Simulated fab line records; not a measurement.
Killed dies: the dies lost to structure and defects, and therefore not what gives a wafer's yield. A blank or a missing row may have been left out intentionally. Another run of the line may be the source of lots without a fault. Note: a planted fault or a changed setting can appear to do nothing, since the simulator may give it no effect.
Which tool is to blame?	flow sky130	route of 708 steps, sampled at 1 step: 12 lots, 36 wafers

WHAT EACH GAUGE READ, for each wafer
SKY_CONTACT_THK_MEAS_26: measures by xrf.
lot	measured	on	CONTACT_W_THK (nm)
L075	day 32 22:01	film_metro-03	349 347 347
L077	day 33 14:44	film_metro-02	346 343 345
L079	day 33 23:52	film_metro-02	343 333 342
L081	day 34 22:55	film_metro-04	349 345 354
L083	day 35 13:26	film_metro-03	341 351 341
L085	day 36 03:58	film_metro-02	347 334 337
L087	day 36 14:13	film_metro-02	348 334 345
L089	day 37 07:41	film_metro-03	339 352 351
L091	day 38 01:56	film_metro-03	341 346 346
L093	day 38 09:00	film_metro-02	341 345 341
L095	day 39 04:55	film_metro-02	337 345 350
L097	day 39 09:02	film_metro-04	351 350 360

WHICH TOOL RAN EACH LOT (tool, then ch and the chambers of the sampled wafers, then the start)
The record shows no process step preceding these readings.

THE ANSWER, worked out from the rows above alone
Rule: the usual values come from the lots themselves. The widest of any qualifying gaps counts: lots, ordered by their means at a reading, are off when they make up no more than a third of the lots, leave a main group of 4 or more, and stand apart from it by 3 or more times the standard deviation of that group's means. If all means in a main group match to the digits the tables above print for the reading, that group is not used. A lot without any number at a reading at which 4 lots or more have one is off too. All remaining lots with rows at the step are treated as sound.
None of the lots is off at any reading shown; this tells nothing.

WHAT THE SIMULATOR HAD INSERTED
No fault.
